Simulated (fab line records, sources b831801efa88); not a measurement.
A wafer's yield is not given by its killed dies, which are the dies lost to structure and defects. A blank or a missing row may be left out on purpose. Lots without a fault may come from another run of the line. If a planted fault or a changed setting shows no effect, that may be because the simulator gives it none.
Chamber matching / flow gf180mcu / cmp-02 running GF_V3_CMP_04: 4 sister chambers
The step polishes SiO2. 4 wafers are shown with their chamber, then 8 later ones without.

== WAFERS PAIRED WITH THEIR CHAMBERS ==
wafer=L409.5; chamber=2; motorCurrentA (A)=11.5
wafer=L408.1; chamber=1; motorCurrentA (A)=10.6
wafer=L408.4; chamber=0; motorCurrentA (A)=12.4
wafer=L410.4; chamber=3; motorCurrentA (A)=13.7

== WAFERS WITHOUT THEIR CHAMBER ==
wafer=L410.5; motorCurrentA (A)=11.6
wafer=L410.6; motorCurrentA (A)=10.4
wafer=L411.2; motorCurrentA (A)=12.0
wafer=L411.4; motorCurrentA (A)=11.4
wafer=L411.6; motorCurrentA (A)=12.8
wafer=L413.1; motorCurrentA (A)=13.6
wafer=L413.5; motorCurrentA (A)=11.5
wafer=L413.6; motorCurrentA (A)=13.4

== WHICH CHAMBER EACH WENT THROUGH ==
wafer=L410.5; from the rows above=2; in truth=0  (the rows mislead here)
wafer=L410.6; from the rows above=1; in truth=1
wafer=L411.2; from the rows above=can't be placed: 0 or 2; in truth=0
wafer=L411.4; from the rows above=2; in truth=2
wafer=L411.6; from the rows above=0; in truth=0
wafer=L413.1; from the rows above=3; in truth=3
wafer=L413.5; from the rows above=2; in truth=2
wafer=L413.6; from the rows above=3; in truth=3
Placed correctly: 6 of 8. Can't be placed from these rows: 1 (the true chamber is among the candidates in 1). Number placed wrongly: 1.
How it was worked out, from the rows above alone: a wafer's distance from a chamber is the root of the sum, over the readings, of the square of ((its reading less the chamber's mean) divided by the reading's scatter). If the next closest chamber is less than 2 further off than the closest, the wafer can't be placed; otherwise it belongs to the closest. Each chamber's mean is taken over the wafers shown for it. The scatter: with one shown wafer a chamber, the root of the mean of the squares of how far each hidden wafer lies from its nearest shown one.
